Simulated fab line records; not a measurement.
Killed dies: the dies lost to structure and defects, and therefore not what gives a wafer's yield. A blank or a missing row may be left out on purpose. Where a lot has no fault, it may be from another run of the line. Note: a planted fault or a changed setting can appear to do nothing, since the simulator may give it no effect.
Which of the tools did it? ; flow sky130 ; 11 lots, 33 wafers sampled, at 2 steps of a route of 708

WHAT THE GAUGES READ, wafer by wafer
SKY_NWELL_THK_MEAS_02.
lot;measured;on;NWELL_OXIDATION_THK (nm)
L185;day 2 11:25;film-metro-01;9.95 10.22 10.07
L188;day 3 02:20;film-metro-04;9.94 9.97 10.03
L190;day 3 13:36;film-metro-01;10.02 10.09 9.99
L191;day 3 23:57;film-metro-04;9.75 9.86 9.67
L195;day 4 17:02;film-metro-01;10.02 9.92 9.86
L199;day 5 12:35;film-metro-01;9.76 9.63 9.75
L201;day 5 22:48;film-metro-01;9.56 9.63 9.49
L203;day 6 09:46;film-metro-01;9.61 9.60 9.71
L206;day 7 04:03;film-metro-02;9.77 9.68 10.04
L207;day 7 12:47;film-metro-04;10.22 10.21 10.26
L208;day 7 16:56;film-metro-01;9.96 9.94 9.90

SKY_VT_ADJUST_NCORE_OVL_MEAS_08.
lot;measured;on;VT_ADJUST_NCORE_OVL (nm)
L185;day 8 10:28;overlay-01;-1.6 -0.7 -1.0
L188;day 9 08:26;overlay-02;0.0 -0.8 -2.1
L190;day 9 22:26;overlay-01;-1.5 -0.6 -0.9
L191;day 10 10:41;overlay-02;2.1 0.5 -1.5
L195;day 11 13:04;overlay-02;2.1 0.2 -1.7
L199;day 12 15:14;overlay-01;-1.1 0.1 -0.2
L201;day 13 05:26;overlay-02;0.7 1.8 1.3
L203;day 13 21:59;overlay-01;-1.9 -3.0 -1.7
L206;day 14 21:39;overlay-01;-1.4 -0.1 0.6
L207;day 15 09:08;overlay-02;1.6 -0.9 -1.3
L208;day 15 16:26;overlay-02;-1.0 -0.8 -0.8

WHAT TOOL EACH LOT RAN ON (gives the tool, then ch and the chambers of the sampled wafers, and finally the start)
No process step before these readings appears in the record.

AS READ BY THE TOOLS THEMSELVES (means over the sampled wafers that have a number; for cases with no such wafer, the mark the record gives instead)
The record holds no such reading with a usual standard deviation.

THE ANSWER, worked out from the rows above alone
Rule: what is usual is taken from the lots themselves. The widest of any qualifying gaps counts: lots, ordered by their means at a reading, are off when they make up no more than a third of the lots, leave a main group of 4 or more, and stand apart from it by 3 or more times the standard deviation of that group's means. Not used: any main group whose means are identical at the precision the tables above print for the reading. Also off: a lot with no number at a reading for which 4 or more lots have one. Where the step has rows for the other lots, those lots are counted as sound. The gauges are gone through in route order, then the tools' own readings, and for those a lot's mean is taken as printed above. The first step at which some lot is off is used, and at that step the reading that is off furthest; a lot without a number counts as furthest.
No lot is off on any of the readings shown, so nothing can be concluded from this.

WHAT THE SIMULATOR HAD INSERTED
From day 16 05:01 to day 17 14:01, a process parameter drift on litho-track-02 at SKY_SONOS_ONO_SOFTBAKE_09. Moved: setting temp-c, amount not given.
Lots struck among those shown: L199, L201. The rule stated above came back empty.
